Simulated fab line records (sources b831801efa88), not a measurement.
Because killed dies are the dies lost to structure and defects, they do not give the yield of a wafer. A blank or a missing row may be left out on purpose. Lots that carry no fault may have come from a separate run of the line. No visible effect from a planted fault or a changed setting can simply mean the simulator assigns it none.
A struck lot beside a sound one -- flow sky130 -- 15 out of 708 route steps
Sound: the wafers L695.1, L695.5, L695.6. Struck: wafer L703.2; the same lot's L703.1 was not struck, so it is left out; see the end for the cause.
Order at every step that has rows: each side's tool, ch and its chambers, its first start. Under that, the readings that differ: sound wafers -- struck wafers -- difference of the means -- sigmas: that difference in standard deviations of wafers without a fault.
alike: readings whose means differ by less than 2 such deviations, and words and numbers that are the same on both sides. not compared: withheld readings, readings that some wafer has no value for, bounds like >300 that may hide the same value, and numbers for which the record gives no deviation and whose values overlap.
Wherever a step has rows on one side only, a row that says differs or no value, or a row with sigmas, the two part there. Numbers that have no deviation but don't overlap get no sigmas and don't part them. Lack of a reading on every wafer of one side parts them only where that side has two or more wafers.

first, 3 steps without rows for these wafers: SKY_LI_CONTACT_EXPOSE_09 (exposes mask LICM1, target cd 170 nm); SKY_LI_CONTACT_PEB_10; SKY_LI_CONTACT_DEVELOP_11 (develop time 60 s).
SKY_LI_CONTACT_CD_MEAS_12: target cd 170 nm.
  sound: cd_sem-01 at day 30 04:26; struck: cd_sem-01 at day 32 23:28
  alike: cd_nm
SKY_LI_CONTACT_OVL_MEAS_13:
  sound: overlay-02 at day 30 04:34; struck: overlay-01 at day 32 23:35
reading,sound,struck,difference,sigmas
LI_CONTACT_OVL (nm),-2 -1 3,11,+11,+2
SKY_LI_CONTACT_ETCH_14: etches BARC in N2/H2, stops on SiO2, time 45.9 s, target depth 60 nm.
  sound on rie_diel-02 ch 0,1,3, day 30 04:35; struck on rie_diel-02 ch 1, day 32 23:38
  alike: drypump_motor_current_A, oes_product_au, throttle_valve_pct
  not compared: rf_hours_counter_h
SKY_LI_CONTACT_ETCH_15: etches PSG in C4F8/O2/Ar, stops on Si, target depth 600 nm.
  sound on rie_diel-02 ch 0,1,3, day 30 04:38; struck on rie_diel-02 ch 1, day 32 23:40
  alike: oes_product_au
SKY_LI_CONTACT_STRIP_16: strips in O2/N2.
  sound on plasma_asher-02 ch 0,1, day 30 04:43; struck on plasma_asher-02 ch 1, day 32 23:45
  alike: drypump_motor_current_A, oes_product_au, strip_time_to_endpoint_s
  not compared: rf_hours_counter_h
then, 2 steps without rows for these wafers: SKY_LI_CONTACT_CLEAN_17 (cleans in NMP, time 600 s); SKY_LI_CONTACT_PRE_CLEAN_18 (time 5.6 s).
SKY_LI_CONTACT_SPUTTER_19: material Ti, target thk 20 nm, time 106.37 s.
  sound: pvd_sputter-04 at day 30 05:01; struck: pvd_sputter-02 at day 33 00:04
  alike: throttle_valve_pct
SKY_LI_CONTACT_SPUTTER_20: material TiN, target thk 20 nm, time 80 s.
  sound: pvd_sputter-04 at day 30 05:05; struck: pvd_sputter-02 at day 33 00:08
  alike: throttle_valve_pct
SKY_LI_CONTACT_CVD_21: deposits W, target thk 400 nm, time 120.56 s.
  sound on cvd_w-02 ch 0,1, day 30 05:09; struck on cvd_w-02 ch 1, day 33 00:12
reading,sound,struck,difference,sigmas
model.W_of_LI_CONTACT_CVD_21.thk_nm (nm),398.3 401.2 398.1,411.3,+12.1,
  alike: heater_power_w, susceptor_temp_C
SKY_LI_CONTACT_RS_MEAS_22: the measuring method here is four-point-probe.
  sound: film_metro-01 at day 30 05:17; struck: film_metro-01 at day 33 00:20
reading,sound,struck,difference,sigmas
LI_CONTACT_W_RS (ohm/sq),0.2869 0.2836 0.2858,0.2770,-0.0084,-3
SKY_PAD_OPEN_PROBE_99:
  sound wafers here have rows in the record (prober-01, day 46 12:53); struck ones have none

== WHERE THEY PART ==
First at SKY_LI_CONTACT_OVL_MEAS_13; last, within this record, at SKY_PAD_OPEN_PROBE_99.

WHY: what the simulator had put in
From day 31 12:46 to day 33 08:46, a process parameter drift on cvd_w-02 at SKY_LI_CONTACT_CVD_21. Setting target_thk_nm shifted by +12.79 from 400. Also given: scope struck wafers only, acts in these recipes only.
